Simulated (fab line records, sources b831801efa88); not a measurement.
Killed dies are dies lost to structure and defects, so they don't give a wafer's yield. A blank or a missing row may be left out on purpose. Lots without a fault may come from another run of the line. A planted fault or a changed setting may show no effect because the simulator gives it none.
Chamber matching | flow gf180mcu | GF_STI_ETCH_14 on rie_si-01: 4 sister chambers
The step etches Si in HBr/Cl2/O2, target depth 360 nm, time 102.9 s. 8 wafers are shown with their chamber, then 7 later ones without.

WAFERS WITH THEIR CHAMBER
wafer  | chamber | drypump_motor_current_A (A) | oes_product_au (a.u.)
L078.1 | 0       | 5.0                         | 1.000
L079.2 | 0       | 5.0                         | 0.998
L086.2 | 3       | 5.9                         | 0.992
L086.6 | 2       | 5.3                         | 0.982
L091.3 | 3       | 6.0                         | 0.995
L091.6 | 1       | 5.0                         | 0.981
L092.2 | 1       | 5.0                         | 0.990
L092.3 | 2       | 5.3                         | 0.996

WAFERS WITHOUT THEIR CHAMBER
wafer  | drypump_motor_current_A (A) | oes_product_au (a.u.)
L092.5 | 5.0                         | 1.007
L093.1 | 5.3                         | 0.991
L093.5 | 5.3                         | 1.005
L093.6 | 5.0                         | 0.986
L094.1 | 5.0                         | 0.981
L094.3 | 5.0                         | 1.004
L094.5 | 5.0                         | 0.995

WHICH CHAMBER EACH WENT THROUGH
wafer  | from the rows above     | in truth
L092.5 | 0                       | 0
L093.1 | 2                       | 2
L093.5 | 2                       | 2
L093.6 | 1                       | 1
L094.1 | 1                       | 1
L094.3 | 0                       | 0
L094.5 | can't be placed: 0 or 1 | 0
Placed correctly: 6 of 7. Can't be placed from these rows: 1 (the true chamber is among the candidates in 1). Placed wrongly: 0.
How it was worked out, from the rows above alone: a wafer's distance from a chamber is the root of the sum, over the readings, of the square of ((its reading less the chamber's mean) divided by the reading's scatter). The wafer belongs to the nearest chamber; if the next one is less than 2 further off, it can't be placed. A chamber's mean is the mean of its shown wafers. The scatter: the root of (the sum of the squares of (reading less its chamber's mean) over the shown wafers, divided by (wafers less chambers)).
